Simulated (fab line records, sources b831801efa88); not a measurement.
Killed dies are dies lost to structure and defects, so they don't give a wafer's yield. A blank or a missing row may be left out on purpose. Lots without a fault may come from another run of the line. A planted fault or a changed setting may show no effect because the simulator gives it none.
Chamber matching | flow sky130 | SKY_VIA2_CMP_02 on cmp-01: 4 sister chambers
The step polishes SiO2. 16 wafers are shown with their chamber, then 8 later ones without.

WAFERS WITH THEIR CHAMBER
wafer  | chamber | motor_current_A (A)
L879.3 | 3       | 11.3
L879.5 | 0       | 14.7
L879.6 | 3       | 11.1
L883.1 | 3       | 11.9
L883.3 | 1       | 12.0
L883.4 | 0       | 14.5
L884.1 | 2       | 12.3
L884.3 | 3       | 10.7
L884.4 | 1       | 11.7
L885.3 | 1       | 12.8
L885.5 | 2       | 12.4
L885.6 | 3       | 11.3
L893.2 | 2       | 12.8
L893.3 | 3       | 11.6
L893.6 | 2       | 12.7
L894.1 | 3       | 11.3

SIGNATURES (means of the wafers above)
reading         | chamber 0 | chamber 1 | chamber 2 | chamber 3 | scatter within a chamber
motor_current_A | 14.600    | 12.167    | 12.550    | 11.314    | 0.375
Rule: a wafer's distance from a chamber is the root of the sum, over the readings, of the square of ((its reading less the chamber's mean) divided by the reading's scatter). The wafer belongs to the nearest chamber; if the next one is less than 2 further off, it can't be placed. The scatter: the root of (the sum of the squares of (reading less its chamber's mean) over the shown wafers, divided by (wafers less chambers)).

WAFERS WITHOUT THEIR CHAMBER
wafer  | motor_current_A (A)
L894.4 | 12.3
L894.5 | 16.1
L895.3 | 14.4
L895.4 | 11.3
L895.5 | 12.5
L899.1 | 11.3
L899.2 | 15.3
L899.5 | 11.6

WHICH CHAMBER EACH WENT THROUGH
wafer  | from the rows above          | in truth
L894.4 | can't be placed: 1 or 2      | 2
L894.5 | 0                            | 0
L895.3 | 0                            | 0
L895.4 | 3                            | 3
L895.5 | can't be placed: 2 or 1      | 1
L899.1 | 3                            | 3
L899.2 | 0                            | 0
L899.5 | can't be placed: 3 or 1 or 2 | 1
Placed correctly: 5 of 8. Can't be placed from these rows: 3 (the true chamber is among the candidates in 3). Placed wrongly: 0.
